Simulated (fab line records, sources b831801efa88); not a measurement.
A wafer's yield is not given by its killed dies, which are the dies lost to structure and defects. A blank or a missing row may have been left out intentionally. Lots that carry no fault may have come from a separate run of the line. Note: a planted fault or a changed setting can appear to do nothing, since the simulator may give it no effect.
Chamber matching    flow sky130    cmp-01 running SKY_LI_CONTACT_CMP_24: 4 sister chambers
The step polishes, stops on PSG, t overpolish 20 s, target thk 0 nm. 27 wafers are shown with their chamber, then 12 later ones without.

== WAFERS PAIRED WITH THEIR CHAMBERS ==
wafer   chamber  motorCurrentA (A)  timeToEndpointS (s)  overpolishRunS (s)
L075.1  0        10.1               94.1                 19.993
L075.2  1        11.9               92.8                 20.004
L075.4  2        11.2               93.6                 20.000
L077.2  2        11.5               100.5                19.993
L077.4  3        11.9               99.8                 20.002
L077.5  3        11.6               99.4                 20.009
L078.1  2        11.3               99.2                 19.992
L078.2  1        11.4               103.2                20.002
L078.5  2        10.9               98.0                 19.988
L079.2  1        11.6               96.3                 19.983
L079.5  3        11.6               100.4                20.004
L079.6  0        10.0               95.7                 19.999
L082.1  2        11.3               93.0                 20.000
L082.2  1        10.8               96.2                 20.010
L082.4  3        10.9               97.2                 19.990
L083.1  1        11.6               97.3                 20.001
L083.2  0        10.0               99.3                 19.989
L083.6  3        11.6               100.3                20.007
L092.1  3        11.6               100.6                19.999
L092.2  0        10.4               100.3                19.998
L092.5  3        11.0               102.0                20.000
L090.3  2        11.2               94.1                 19.994
L090.4  1        11.3               98.8                 20.001
L090.6  1        11.4               99.0                 20.000
L091.1  2        10.9               96.9                 19.999
L091.2  3        11.6               98.7                 19.995
L091.5  0        9.9                95.4                 19.998

SIGNATURES (averages over the wafers above)
reading          chamber 0  chamber 1  chamber 2  chamber 3  scatter within a chamber
motorCurrentA    10.080     11.429     11.186     11.475     0.291
timeToEndpointS  96.960     97.657     96.471     99.800     2.61
overpolishRunS   19.99540   20.00014   19.99514   20.00075   0.0062
Rule: a wafer's distance from a chamber is the root of the sum, over the readings, of the square of ((its reading less the chamber's mean) divided by the reading's scatter). If the next closest chamber is less than 2 further off than the closest, the wafer can't be placed; otherwise it belongs to the closest. The scatter: take each reading less its chamber's mean, square it, sum over the shown wafers, divide by the number of wafers less the number of chambers, and take the root.

== WAFERS WITHOUT THEIR CHAMBER ==
wafer   motorCurrentA (A)  timeToEndpointS (s)  overpolishRunS (s)
L093.1  12.2               99.6                 19.998
L093.3  10.0               100.0                19.990
L093.4  11.2               97.2                 19.988
L094.1  10.3               94.7                 20.013
L094.5  9.4                95.1                 19.990
L094.6  11.0               96.0                 20.008
L095.2  11.6               97.8                 19.997
L095.4  9.9                97.0                 20.002
L095.6  11.1               101.6                19.999
L097.1  10.4               95.3                 20.003
L097.3  11.6               96.9                 19.993
L097.6  11.1               98.2                 20.004

== EACH ONE'S CHAMBER ==
wafer   from the rows above                in truth
L093.1  can't be placed: 3 or 1 or 2       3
L093.3  0                                  0
L093.4  can't be placed: 2 or 1 or 3       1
L094.1  can't be placed: 0 or 2 or 1 or 3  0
L094.5  0                                  0
L094.6  can't be placed: 1 or 2 or 3 or 0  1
L095.2  can't be placed: 1 or 3 or 2       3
L095.4  0                                  0
L095.6  can't be placed: 3 or 1 or 2       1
L097.1  can't be placed: 0 or 2 or 1       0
L097.3  can't be placed: 1 or 2 or 3       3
L097.6  can't be placed: 1 or 3 or 2       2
Correct placement for 3 of the 12. Can't be placed from these rows: 9 (the true chamber is among the candidates in 9). Wrongly placed: 0.
